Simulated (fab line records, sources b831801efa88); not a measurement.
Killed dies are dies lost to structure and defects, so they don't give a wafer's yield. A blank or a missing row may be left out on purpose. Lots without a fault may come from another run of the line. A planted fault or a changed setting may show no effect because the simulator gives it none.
fab line records | flow sfq_line
record lots=15 wafers=45 last_day=94
route steps=325 shown L0V@16 M2@98 M3@131 I3@135
lots that met no fault: from a run of the same line without faults
start_h: hours from the record's first day to the start of the lot's first wafer shown | wait_h: hours since the lot's step before | " the same as in the row above | L1.1+2: a row that stands for several wafers | - no value, or no start given | * or withheld: withheld | < > ~ a bound
route shown NAME@n: a module of which the file shows steps, and the number in the route of the first | usual: mean/standard deviation of fault-free wafers | same: alike in all rows | chamber/n: place in a boat | sites: the reading at each site | _std_site: their standard deviation | _edge_site: outer sites' mean less inner sites' | radius_mm: how far each site lies from the wafer's centre | mask NAME#n: copy n | behind: the tool/chamber that last shaped the wafer | hold: why the lot was held/for how many hours/how that ended | device: the transistor (n, p or np) that didn't switch | end of line: the same wafers' tests at the end of the route | a step without rows: its recipe alone | killed: dies lost to structure and defects at the first sort, not the wafer's yield | map: a wafer's dies, x killed, . not, _ none there
set.NAME: the setting as run; set.NAME@STEP: as run at that earlier step | model.NAME: the simulator's own value behind a step, which no gauge read
steps of the route over a sample of lots; a table a step, a row a wafer
services: from which hour (start_h, from the record's first day; less than 0 if before it) a tool's chamber was out of use, for how many hours, and why
## steps
# step SFQ_TRILAYER_L0_CAP_PECVD_011
# recipe material=SiO2 temp_c=150 time_s=13.333 pressure_torr=2.4 rf_w=183.3 precursor=SiH4/N2O target_thk_nm=60
# usual heater_power_outer_w=23/5.8 heater_power_w=74/13 rf_fwd_power_W=179.8/0.96 throttle_valve_pct=25.2/1.1
# columns lot.wafer tool chamber start_h wait_h heater_power_outer_w heater_power_w rf_fwd_power_W throttle_valve_pct
L852.2 pecvd-04 2 63.07 0.0 16 61 178.3 23.7
L852.5 " 1 " " 25 68 179.0 23.9
L852.6 " 0 " " 24 92 180.5 23.2
L853.3 pecvd-01 2 67.87 0.0 20 68 181.1 24.8
L853.5 " 0 " " 32 85 180.0 24.9
L853.6 " 2 " " 21 67 180.8 24.9
L854.2 pecvd-04 2 73.87 0.0 14 55 179.2 23.9
L854.3 " 0 " " 33 101 179.5 23.5
L854.4 " 1 " " 31 78 178.1 24.1
L855.2 pecvd-02 0 77.47 0.0 29 89 178.4 26.9
L855.3 " 1 " " 18 80 180.2 26.5
L855.5 " 1 " " 19 81 180.8 26.6
L856.3 pecvd-02 2 81.07 0.0 20 65 180.0 25.8
L856.5 " 2 " " 20 65 180.1 25.5
L856.6 " 1 " " 21 86 179.9 26.5
L857.2 pecvd-04 2 87.07 0.0 13 54 179.2 23.8
L857.3 " 0 " " 24 91 180.3 23.3
L857.5 " 0 " " 25 93 180.1 23.5
L858.1 pecvd-01 1 95.47 0.0 25 71 180.7 24.7
L858.5 " 1 " " 26 70 181.4 24.2
L858.6 " 2 " " 21 67 180.6 25.0
L859.2 pecvd-04 0 100.27 0.0 29 97 180.0 23.5
L859.3 " 1 " " 29 74 178.8 24.1
L859.4 " 0 " " 29 96 180.8 23.4
L860.2 pecvd-02 1 106.27 0.0 29 94 178.5 26.7
L860.5 " 2 " " 18 63 180.3 25.4
L860.6 " 0 " " 23 78 179.2 26.9
L860.2 pecvd-02 1 106.46 0.2 29 96 181.0 26.6
L860.5 " 2 " " 18 63 180.6 25.4
L860.6 " 0 " " 23 78 178.8 26.9
L861.1 pecvd-04 2 112.07 0.0 21 66 180.1 23.9
L861.2 " 0 " " 24 89 179.3 23.3
L861.4 " 2 " " 22 66 179.1 23.8
L861.1 pecvd-04 2 112.26 0.2 21 65 179.2 23.7
L861.2 " 0 " " 24 87 180.1 23.2
L861.4 " 2 " " 22 66 178.7 23.5
L863.4 pecvd-02 0 130.41 0.0 23 79 179.2 26.7
L863.5 " 2 " " 12 56 179.9 25.8
L863.6 " 1 " " 28 91 180.3 26.5
L863.4 pecvd-02 0 130.60 0.2 23 79 178.7 27.1
L863.5 " 2 " " 12 57 179.2 25.6
L863.6 " 1 " " 28 94 180.4 26.6
L872.1 pecvd-02 2 183.11 0.0 19 64 179.5 25.4
L872.2 " 0 " " 23 77 179.6 26.8
L872.3 " 1 " " 27 94 180.3 26.6
L873.1 pecvd-02 2 190.31 0.0 15 59 180.7 25.6
L873.2 " 1 " " 24 90 179.0 26.5
L873.4 " 0 " " 27 84 179.0 26.9
L874.1 pecvd-01 0 192.71 0.0 32 86 179.2 25.0
L874.5 " 1 " " 22 64 181.4 24.7
L874.6 " 0 " " 31 87 179.9 24.8
L875.1 pecvd-01 0 197.51 0.0 34 89 179.3 25.1
L875.4 " 1 " " 28 71 181.0 24.6
L875.5 " 2 " " 19 64 181.4 24.8
# step SFQ_TRILAYER_L0_VIA_ETCH_VIA_ETCH_016
# recipe target=SiO2 stop_on=MoNx_KI mask_material=PR chemistry=CHF3 target_depth_nm=80 source_w=500 bias_w=80 pressure_mtorr=30 time_s=withheld
# usual chamber_pressure_mTorr=30.002/0.028 drypump_motor_current_A=5.6/0.35 oes_product_au=0.843/0.0073 rf_fwd_power_W=494.7/2.3
# columns lot.wafer tool chamber start_h wait_h chamber_pressure_mTorr drypump_motor_current_A oes_product_au rf_fwd_power_W
L852.2 rie_diel-04 3 98.99 0.0 29.967 5.6 0.837 494.3
L852.5 " 2 " " 29.974 6.0 0.848 498.8
L852.6 " 1 " " 30.009 5.2 0.850 497.0
L853.3 rie_diel-04 1 106.19 0.0 29.975 5.2 0.839 495.5
L853.5 " 0 " " 30.017 5.0 0.837 493.0
L853.6 " 3 " " 29.948 5.6 0.844 496.9
L854.2 rie_diel-03 1 109.79 0.0 29.953 5.8 0.833 490.2
L854.3 " 2 " " 29.994 5.6 0.850 494.6
L854.4 " 0 " " 29.998 5.9 0.850 493.0
L855.2 rie_diel-03 2 113.39 0.0 30.003 5.6 0.825 496.8
L855.3 " 0 " " 30.027 5.8 0.841 496.7
L855.5 " 1 " " 30.001 5.8 0.834 495.1
L856.3 rie_diel-03 3 120.59 0.0 29.946 5.1 0.838 493.8
L856.5 " 2 " " 30.040 5.6 0.844 496.1
L856.6 " 1 " " 30.019 5.8 0.837 495.3
L857.2 rie_diel-03 3 125.49 0.0 29.966 5.1 0.836 498.1
L857.3 " 1 " " 30.059 5.8 0.846 496.5
L857.5 " 0 " " 29.995 5.8 0.854 493.5
L858.1 rie_diel-03 3 132.69 0.0 30.017 5.1 0.836 498.5
L858.5 " 1 " " 29.951 5.8 0.838 493.2
L858.6 " 2 " " 29.963 5.6 0.846 497.4
L859.2 rie_diel-04 2 137.54 0.0 30.058 6.0 0.859 499.1
L859.3 " 3 " " 29.972 5.6 0.845 495.7
L859.4 " 1 " " 29.976 5.1 0.858 494.1
L860.2 rie_diel-03 3 142.29 0.0 30.021 5.1 1.013 493.6
L860.5 " 3 " " 30.025 5.1 1.012 494.9
L860.6 " 2 " " 30.023 5.6 0.998 495.2
L861.1 rie_diel-03 0 148.29 0.0 30.003 5.9 1.021 489.5
L861.2 " 3 " " 30.020 5.1 1.030 497.5
L861.4 " 1 " " 29.953 5.8 1.013 494.4
L863.4 rie_diel-03 3 166.29 0.0 29.970 5.1 1.004 495.7
L863.5 " 0 " " 29.976 5.9 1.018 491.4
L863.6 " 1 " " 29.934 5.8 1.012 496.8
L872.1 rie_diel-03 0 237.19 0.0 30.010 5.8 0.843 491.6
L872.2 " 3 " " 30.015 5.1 0.846 497.6
L872.3 " 2 " " 30.027 5.6 0.843 495.5
L873.1 rie_diel-04 0 241.99 0.0 30.013 5.0 0.829 491.8
L873.2 " 3 " " 29.969 5.6 0.841 494.2
L873.4 " 1 " " 30.011 5.1 0.850 496.1
L874.1 rie_diel-03 1 245.59 0.0 30.000 5.8 0.849 494.1
L874.5 " 3 " " 30.029 5.1 0.849 498.1
L874.6 " 2 " " 30.057 5.6 0.851 495.0
L875.1 rie_diel-04 3 251.59 0.0 30.035 5.6 0.841 498.3
L875.4 " 0 " " 30.031 5.0 0.856 494.1
L875.5 " 2 " " 30.079 6.0 0.838 500.2
# step SFQ_M2_OVL_MEAS_916
# usual M2_OVL=-1/4.9
# columns lot.wafer tool chamber start_h wait_h M2_OVL[nm]
L852.2 overlay-02 - 421.72 0.1 -2
L852.5 " - " " -9
L852.6 " - " " -8
L853.3 overlay-02 - 431.33 0.1 1
L853.5 " - " " 2
L853.6 " - " " 5
L854.2 overlay-02 - 445.52 0.1 3
L854.3 " - " " -3
L854.4 " - " " 1
L855.2 overlay-01 - 455.12 0.1 -5
L855.3 " - " " -7
L855.5 " - " " -11
L856.3 overlay-02 - 457.53 0.1 -5
L856.5 " - " " 3
L856.6 " - " " -1
L857.2 overlay-02 - 469.07 0.1 -3
L857.3 " - " " -5
L857.5 " - " " 3
L858.1 overlay-02 - 481.41 0.1 0
L858.5 " - " " -4
L858.6 " - " " 4
L859.2 overlay-01 - 486.22 0.1 -1
L859.3 " - " " 3
L859.4 " - " " 1
L860.2 overlay-02 - 492.22 0.1 5
L860.5 " - " " 1
L860.6 " - " " 2
L861.1 overlay-02 - 510.21 0.1 -1
L861.2 " - " " -5
L861.4 " - " " -1
L863.4 overlay-01 - 537.93 0.1 -6
L863.5 " - " " -9
L863.6 " - " " -10
L872.1 overlay-01 - 622.19 0.1 0
L872.2 " - " " -10
L872.3 " - " " -10
L873.1 overlay-02 - 635.73 0.1 -4
L873.2 " - " " -4
L873.4 " - " " -5
L874.1 overlay-02 - 644.13 0.1 2
L874.5 " - " " 8
L874.6 " - " " -3
L875.1 overlay-01 - 685.49 0.1 7
L875.4 " - " " 8
L875.5 " - " " 4
# step SFQ_TRILAYER_M3_STRIP_STRIP_079
# recipe gas=O2 power_w=200 platen_temp_c=40 overash_fraction=0.65 chemistry=O2 pressure_mtorr=50
# usual chamber_pressure_mTorr=49.99/0.046 drypump_motor_current_A=5.9/0.66 oes_product_au=0.997/0.0098
# columns lot.wafer tool chamber start_h wait_h chamber_pressure_mTorr drypump_motor_current_A oes_product_au rf_hours_counter_h
L852.2 rie_metal-01 1 599.33 0.1 49.96 6.2 0.990 139
L852.5 " 1 " " 49.91 6.2 0.997 -
L852.6 " 0 " " 50.03 6.6 1.006 -
L853.3 rie_metal-01 0 605.53 0.2 50.03 6.5 0.999 -
L853.5 " 1 " " 50.01 6.2 0.994 -
L853.6 " 0 " " 50.05 6.5 0.995 -
L854.2 rie_metal-02 1 623.61 0.1 49.95 5.3 0.993 129
L854.3 " 1 " " 50.06 5.2 0.988 -
L854.4 " 0 " " 49.95 4.7 1.005 -
L855.2 rie_metal-02 1 634.75 0.1 50.02 5.2 0.998 131
L855.3 " 0 " " 49.93 4.6 1.004 -
L855.5 " 1 " " 50.03 5.3 0.997 -
L856.3 rie_metal-01 1 638.55 0.2 50.09 6.2 0.996 -
L856.5 " 0 " " 49.96 6.5 0.994 -
L856.6 " 1 " " 50.01 6.2 0.997 -
L857.2 rie_metal-01 0 680.75 0.1 50.00 6.6 1.001 145
L857.3 " 1 " " 50.08 6.2 1.015 -
L857.5 " 1 " " 50.03 6.2 1.015 -
L858.1 rie_metal-02 1 696.35 0.1 49.94 5.2 0.987 140
L858.5 " 1 " " 50.04 5.3 0.988 -
L858.6 " 0 " " 49.93 4.6 1.001 -
L859.2 rie_metal-01 0 703.65 0.1 50.05 6.5 1.002 149
L859.3 " 0 " " 50.02 6.5 0.998 -
L859.4 " 1 " " 50.08 6.1 1.012 -
L860.2 rie_metal-01 0 728.13 0.1 49.95 6.6 1.004 153
L860.5 " 1 " " 50.01 6.2 1.005 -
L860.6 " 0 " " 49.99 6.5 0.993 -
L861.1 rie_metal-04 0 744.87 0.1 50.05 5.6 1.011 130
L861.2 " 1 " " 49.99 6.6 0.993 56
L861.4 " 1 " " 50.09 6.6 1.000 -
L863.4 rie_metal-01 1 769.66 0.7 50.00 6.2 0.985 -
L863.5 " 1 " " 50.06 6.2 0.980 -
L863.6 " 1 " " 49.98 6.2 0.982 -
L872.1 rie_metal-01 1 832.11 0.1 50.05 6.2 0.991 14
L872.2 " 0 " " 49.93 6.5 0.993 6
L872.3 " 1 " " 50.00 6.2 0.981 -
L873.1 rie_metal-01 1 840.57 0.1 49.89 6.2 0.987 15
L873.2 " 0 " " 49.97 6.5 0.997 7
L873.4 " 0 " " 49.99 6.6 0.989 -
L874.1 rie_metal-02 0 842.91 0.1 50.04 4.6 1.000 17
L874.5 " 1 " " 49.97 5.2 0.994 -
L874.6 " 0 " " 50.03 4.6 1.008 -
L875.1 rie_metal-04 1 864.51 0.1 49.98 6.6 1.004 73
L875.4 " 0 " " 49.97 5.6 1.016 -
L875.5 " 0 " " 50.01 5.6 1.015 -
# step SFQ_I3_BOW_MEAS_922
# recipe mode=bow
# usual I3_BOW=1/9.5
# columns lot.wafer tool chamber start_h wait_h I3_BOW[um]
L852.2 film_metro-03 - 609.64 2.5 19
L852.5 " - " " 9
L852.6 " - " " 11
L853.3 film_metro-03 - 615.66 1.5 4
L853.5 " - " " 0
L853.6 " - " " -2
L854.2 film_metro-03 - 635.53 1.5 10
L854.3 " - " " -2
L854.4 " - " " 23
L855.2 film_metro-02 - 642.64 1.0 19
L855.3 " - " " 5
L855.5 " - " " 2
L856.3 film_metro-03 - 648.66 1.5 -10
L856.5 " - " " 8
L856.6 " - " " 0
L857.2 film_metro-01 - 686.39 2.5 -8
L857.3 " - " " -7
L857.5 " - " " -11
L858.1 film_metro-01 - 706.17 2.5 0
L858.5 " - " " 1
L858.6 " - " " 3
L859.2 film_metro-01 - 713.58 2.0 -2
L859.3 " - " " -3
L859.4 " - " " -13
L860.2 film_metro-02 - 734.58 2.5 -11
L860.5 " - " " -6
L860.6 " - " " -11
L861.1 film_metro-02 - 765.98 1.0 3
L861.2 " - " " 9
L861.4 " - " " 9
L863.4 film_metro-01 - 784.23 2.6 -5
L863.5 " - " " -7
L863.6 " - " " -8
L872.1 film_metro-02 - 835.98 2.0 3
L872.2 " - " " 10
L872.3 " - " " 9
L873.1 film_metro-02 - 846.16 1.0 1
L873.2 " - " " 10
L873.4 " - " " 4
L874.1 film_metro-01 - 849.16 1.5 -7
L874.5 " - " " -5
L874.6 " - " " -10
L875.1 film_metro-01 - 868.36 1.5 27
L875.4 " - " " 13
L875.5 " - " " 20
## services
# columns tool chamber start_h hours kind
pecvd-02 1 59.05 4.2 repair
pecvd-02 - 61.85 0.2 repair
rie_diel-03 3 87.83 8.1 repair
rie_diel-03 - 103.73 3.7 repair
pecvd-02 2 147.35 13.6 repair
rie_metal-01 - 149.82 0.7 repair
pecvd-02 - 159.02 2.8 pm
rie_metal-01 - 223.73 14.6 pm
rie_diel-03 0 289.13 4.0 repair
rie_diel-03 1 316.97 3.3 repair
rie_diel-03 0 405.38 1.8 repair
rie_metal-01 - 439.05 1.4 pm
rie_metal-01 - 488.70 2.8 repair
rie_diel-03 0 507.25 13.9 repair
rie_diel-03 - 512.77 2.8 pm
rie_diel-03 - 532.79 0.2 repair
rie_diel-03 3 584.78 1.4 repair
rie_diel-03 - 589.36 0.2 repair
rie_diel-03 2 649.04 1.2 repair
rie_diel-03 3 650.74 6.7 repair
rie_diel-03 0 725.16 2.8 repair
rie_metal-01 0 763.11 11.3 repair
rie_diel-03 3 793.37 4.6 repair
rie_metal-01 - 821.76 0.6 repair
## key
first_sign step=SFQ_TRILAYER_L0_CAP_PECVD_011 reading=visit direction=added
effect step=SFQ_TRILAYER_L0_VIA_ETCH_VIA_ETCH_016 reading=oes_product_au direction=up sigmas=23 usual=0.843 struck=1.013
met_at SFQ_TRILAYER_L0_CAP_PECVD_011
struck_lots L860,L861,L863
not_acting_at SFQ_M2_OVL_MEAS_916,SFQ_TRILAYER_M3_STRIP_STRIP_079,SFQ_I3_BOW_MEAS_922
fault kind=repeated_step_whole tool=pecvd-01,pecvd-02,pecvd-04 chamber=- onset_h=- steps=SFQ_TRILAYER_L0_CAP_PECVD_011 times=1 scope=struck_lots_only
